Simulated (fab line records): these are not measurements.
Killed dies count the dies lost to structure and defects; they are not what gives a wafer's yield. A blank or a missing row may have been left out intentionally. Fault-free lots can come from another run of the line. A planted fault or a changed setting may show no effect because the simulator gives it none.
Code-filled problem report in 8D (eight disciplines) form	flow sky130	the parts of the form that need people (team, actions taken, sign-off) are left out

1. WHAT WENT WRONG
Across 6 wafers from 2 lots, NWELL_2_TW at SKY_NWELL_TW_MEAS_26 averages 517.8, while fault-free wafers read 497.5 with a standard deviation of 2.8. Relative to the usual mean, that is a shift of +7.2 standard deviations.
First observed at day 10 02:58: wafer L299.1, on film-metro-01. The record holds 39 wafers of 13 lots with a number at this step. By rule, "out" or "out of limits" means more than 4 standard deviations away from the usual mean. All remaining wafers that have a number are taken as sound.

2. WHAT IT IS; WHAT IT IS NOT
question	is	is not
which readings at this step	NWELL_2_TW	-
which lots	L299, L301	L282, L285, L286, L287, L288, L289, L291, L292, L302, L303, L305
which wafers of those lots	all that have a number	-
read on which gauges	film-metro-01	film-metro-02, film-metro-04
when	from day 10 02:58	up to then (24 sound wafers); but 9 sound wafers of L302, L303, L305 came after

3. THE SUSPECTS, EACH WITH WHAT RULES IT OUT
Counting: a tool at any process step up to the reading remains a suspect when it ran all the lots that are out and ran no sound lot after the first of those.
- the gauge at SKY_NWELL_TW_MEAS_26: ruled out. All the wafers that are out were read on film-metro-01, but those of them that SKY_NWELL_IMPLANT_24 has rows for are out there too, on other tools.
- implanter-01 at SKY_NWELL_IMPLANT_24: kept. It ran every lot that is out, first L299 (day 10 02:43), and no sound lot after that; its last sound lot up to then is L292 (day 7 17:34). On those wafers its own readings are out: dose-ions-cm2, faraday-current-uA.
The count leaves implanter-01 at SKY_NWELL_IMPLANT_24.

4. THE CAUSE (what the simulator had put in)
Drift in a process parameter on implanter-01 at SKY_NWELL_IMPLANT_24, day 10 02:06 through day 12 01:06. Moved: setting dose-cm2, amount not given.
Only this tool survived the counting.

5. THE EFFECT CHAIN, in route order
Each row: a reading where the mean over the struck wafers with a number is more than 3 standard deviations away from the usual. Only readings whose record carries a usual standard deviation are examined. hours: median over the lots of the time between each lot's start at the first step of this table that gives one and its start at this step. sigmas: the change, counted in usual standard deviations.
hours	step	reading	usual	on struck wafers	change	sigmas
0	SKY_NWELL_IMPLANT_24	dose-ions-cm2	9.202e+12	1.026e+13	+1.060e+12	+99 or more
0	SKY_NWELL_IMPLANT_24	faraday-current-uA	51.9	56.8	+4.9	+5.2
0	SKY_NWELL_TW_MEAS_26	NWELL_2_TW	497.5	517.8	+20.3	+7.2
The process steps in it:
- SKY_NWELL_IMPLANT_24
Later steps that measure or inspect, where all struck wafers having a row at the step show a number for every such reading and not one has moved that far: SKY_VT_ADJUST_HVTP_CD_MEAS_07.

6. WHAT WOULD HAVE CAUGHT IT SOONER
In this record the first reading out of limits at a measuring or inspecting step was taken at day 10 02:58, 1 hour after the fault began at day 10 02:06.
Tool's own readings at SKY_NWELL_IMPLANT_24, dose-ions-cm2, faraday-current-uA: out on all struck wafers the step has rows for; an alarm limit on them would have tripped on the first.
L301, from the lots that are out (2), started SKY_NWELL_IMPLANT_24 on implanter-01 later than day 10 02:58. It would have been spared by a hold on the tool at that moment.
